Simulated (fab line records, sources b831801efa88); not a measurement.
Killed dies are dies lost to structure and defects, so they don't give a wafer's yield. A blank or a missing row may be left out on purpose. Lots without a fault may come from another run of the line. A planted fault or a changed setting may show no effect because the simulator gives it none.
Which tool did it? | flow sky130 | 13 lots, 39 wafers sampled, at 5 steps of a route of 708

WHAT THE GAUGES READ, wafer by wafer
SKY_NWELL_OVL_MEAS_23. Usual: NWELL_01_OVL 0.2 nm, standard deviation 1.1.
lot  | measured     | on         | NWELL_01_OVL (nm) | flag
L194 | day 5 08:52  | overlay-02 | -0.3 2.0 0.2      |
L195 | day 5 14:04  | overlay-01 | 0.4 -0.6 0.5      |
L197 | day 6 04:07  | overlay-02 | 0.9 1.2 1.2       |
L198 | day 6 08:00  | overlay-02 | 0.0 1.6 1.0       |
L200 | day 6 21:25  | overlay-01 | 0.0 -0.4 0.3      |
L201 | day 7 04:14  | overlay-01 | 0.5 0.9 1.7       |
L202 | day 7 05:59  | overlay-01 | 1.2 -1.2 1.1      |
L203 | day 7 11:01  | overlay-02 | 2.4 -1.0 0.3      |
L205 | day 8 02:06  | overlay-01 | 0.1 -1.3 -1.4     |
L206 | day 8 06:04  | overlay-02 | 1.3 1.8 0.1       |
L208 | day 8 21:13  | overlay-02 | -0.7 -1.9 -1.2    |
L213 | day 10 02:58 | overlay-01 | -1.0 0.6 0.1      |
L215 | day 10 19:02 | overlay-02 | -0.9 -0.4 0.7     |

SKY_VT_ADJUST_HVTP_TW_MEAS_11. Usual: VT_ADJUST_HVTP_TW 1356, standard deviation 22.
lot  | measured     | on            | VT_ADJUST_HVTP_TW | flag
L194 | day 6 03:47  | film_metro-01 | 1346 1350 1355    |
L195 | day 6 09:44  | film_metro-01 | 1351 1347 1355    |
L197 | day 7 00:17  | film_metro-02 | 1330 1328 1334    |
L198 | day 7 04:59  | film_metro-04 | 1381 1375 1380    |
L200 | day 7 17:43  | film_metro-02 | 1339 1337 1341    |
L201 | day 8 00:59  | film_metro-04 | 1385 1377 1374    |
L202 | day 8 02:38  | film_metro-04 | 1377 1381 1385    |
L203 | day 8 08:23  | film_metro-01 | 1356 1348 1345    |
L205 | day 9 00:40  | film_metro-02 | 1332 1333 1327    |
L206 | day 9 03:29  | film_metro-04 | 1374 1372 1374    |
L208 | day 9 20:17  | film_metro-04 | 1377 1374 1374    |
L213 | day 11 02:58 | film_metro-04 | 1377 1384 1381    |
L215 | day 11 19:50 | film_metro-04 | 1383 1387 1385    |

SKY_VT_ADJUST_LVTN_OVL_MEAS_07. Usual: VT_ADJUST_LVTN_OVL 1.8 nm, standard deviation 1.7.
lot  | measured     | on         | VT_ADJUST_LVTN_OVL (nm) | flag
L194 | day 6 22:40  | overlay-02 | 2.1 3.6 3.3             |
L195 | day 7 05:31  | overlay-02 | -2.7 -0.1 1.5           |
L197 | day 7 19:38  | overlay-01 | 4.1 3.7 3.4             |
L198 | day 8 00:52  | overlay-01 | 4.7 3.1 3.7             |
L200 | day 8 14:26  | overlay-01 | 0.5 2.6 1.4             |
L201 | day 8 21:37  | overlay-02 | 4.1 5.5 2.7             |
L202 | day 8 23:56  | overlay-02 | 1.6 1.0 1.7             |
L203 | day 9 05:10  | overlay-02 | 0.7 2.1 0.8             |
L205 | day 9 23:02  | overlay-02 | 2.6 2.9 3.2             |
L206 | day 10 01:35 | overlay-01 | 1.0 -0.2 -1.6           |
L208 | day 10 18:38 | overlay-02 | 0.0 1.3 1.0             |
L213 | day 12 02:25 | overlay-02 | 3.2 0.6 -0.1            |
L215 | day 12 19:27 | overlay-01 | -0.8 -0.5 1.4           |

SKY_VT_ADJUST_NCORE_TW_MEAS_11. Usual: VT_ADJUST_NCORE_TW 219.9, standard deviation 2.3.
lot  | measured     | on            | VT_ADJUST_NCORE_TW | flag
L194 | day 8 14:59  | film_metro-01 | 219.0 218.7 219.3  |
L195 | day 8 23:02  | film_metro-04 | 224.3 222.7 223.5  |
L197 | day 9 13:51  | film_metro-04 | 222.3 222.9 221.3  |
L198 | day 9 20:58  | film_metro-03 | 217.7 217.4 217.8  |
L200 | day 10 10:54 | film_metro-01 | 219.4 218.1 219.1  |
L201 | day 10 17:19 | film_metro-04 | 224.4 225.2 223.1  |
L202 | day 10 20:26 | film_metro-04 | 223.5 223.7 222.5  |
L203 | day 11 01:56 | film_metro-01 | 218.7 219.3 218.4  |
L205 | day 11 21:25 | film_metro-01 | 217.8 219.2 218.9  |
L206 | day 12 00:32 | film_metro-03 | 218.7 218.8 219.0  |
L208 | day 12 19:17 | film_metro-03 | 218.4 218.5 217.5  |
L213 | day 14 04:23 | film_metro-03 | 229.9 229.1 227.8  | OFF
L215 | day 14 22:43 | film_metro-01 | 228.3 228.5 227.9  | OFF

WHICH TOOL RAN EACH LOT (tool, then ch and the chambers of the sampled wafers, then the start)
lot  | SKY_VT_ADJUST_NCORE_IMPLANT_09
L194 | implanter-04 ch 0, day 8 14:44
L195 | implanter-03 ch 0, day 8 22:47
L197 | implanter-03 ch 0, day 9 13:36
L198 | implanter-03 ch 0, day 9 20:44
L200 | implanter-03 ch 0, day 10 10:39
L201 | implanter-01 ch 0, day 10 17:07
L202 | implanter-01 ch 0, day 10 20:11
L203 | implanter-04 ch 0, day 11 01:43
L205 | implanter-04 ch 0, day 11 21:12
L206 | implanter-04 ch 0, day 12 00:17
L208 | implanter-03 ch 0, day 12 19:02
L213 | implanter-04 ch 0, day 14 04:08
L215 | implanter-04 ch 0, day 14 22:28
- SKY_VT_ADJUST_NCORE_IMPLANT_09

WHAT THE TOOLS THEMSELVES READ (means of the sampled wafers that have a number; where no wafer has one, the mark that the record gives instead)
SKY_VT_ADJUST_NCORE_IMPLANT_09. Usual: beam_energy_keV 10.000, standard deviation 0.0033; beam_on_s 9.99 s, standard deviation 0.22.
lot  | tool         | beam_energy_keV | beam_on_s (s) | flag
L194 | implanter-04 | 10.007          | 9.81          |
L195 | implanter-03 | 10.000          | 9.86          |
L197 | implanter-03 | 9.998           | 9.94          |
L198 | implanter-03 | 9.997           | 10.01         |
L200 | implanter-03 | 10.002          | 9.83          |
L201 | implanter-01 | 9.997           | 10.05         |
L202 | implanter-01 | 10.000          | 10.03         |
L203 | implanter-04 | 10.004          | 9.95          |
L205 | implanter-04 | 10.003          | 10.03         |
L206 | implanter-04 | 10.000          | 10.14         |
L208 | implanter-03 | 9.997           | 10.20         |
L213 | implanter-04 | 12.301          | 9.84          | OFF
L215 | implanter-04 | 12.304          | 9.93          | OFF

THE ANSWER, worked out from the rows above alone
Rule: a lot is off if the mean of its wafers that have a number lies more than 3 standard deviations from the usual mean. A lot without any number at a reading at which 4 lots or more have one is off too. The other lots that the step has rows for count as sound. The gauges are gone through in route order, then the tools' own readings, and for those a lot's mean is taken as printed above. The first step at which some lot is off is used, and at that step the reading that is off furthest; a lot without a number counts as furthest.
Off: L213, L215, at SKY_VT_ADJUST_NCORE_TW_MEAS_11 (VT_ADJUST_NCORE_TW).
A tool fits if, at a process step before that reading, it ran every lot that is off, and no sound lot after the first of them. The gauges at SKY_VT_ADJUST_NCORE_TW_MEAS_11 aren't tried: what is off there is off at SKY_VT_ADJUST_NCORE_IMPLANT_09 too, on other tools, and a gauge's error can't cause that. One fits: implanter-04 at SKY_VT_ADJUST_NCORE_IMPLANT_09. Its last sound lot is L206 (day 12 00:17), its first lot that is off L213 (day 14 04:08): a fault that began between those two fits.
The tool's own readings at SKY_VT_ADJUST_NCORE_IMPLANT_09 bear it out: on the lots that are off they differ by more than 5 times the standard deviation of the sound lots' means. beam_energy_keV reads 12.303 there against 10.000 on the sound lots.

WHAT THE SIMULATOR HAD PUT IN
Process parameter drift: implanter-04, from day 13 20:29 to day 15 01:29, at SKY_VT_ADJUST_NCORE_IMPLANT_09. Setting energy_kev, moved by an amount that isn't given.
Lots struck among those shown: L213, L215. The rule above found the same.
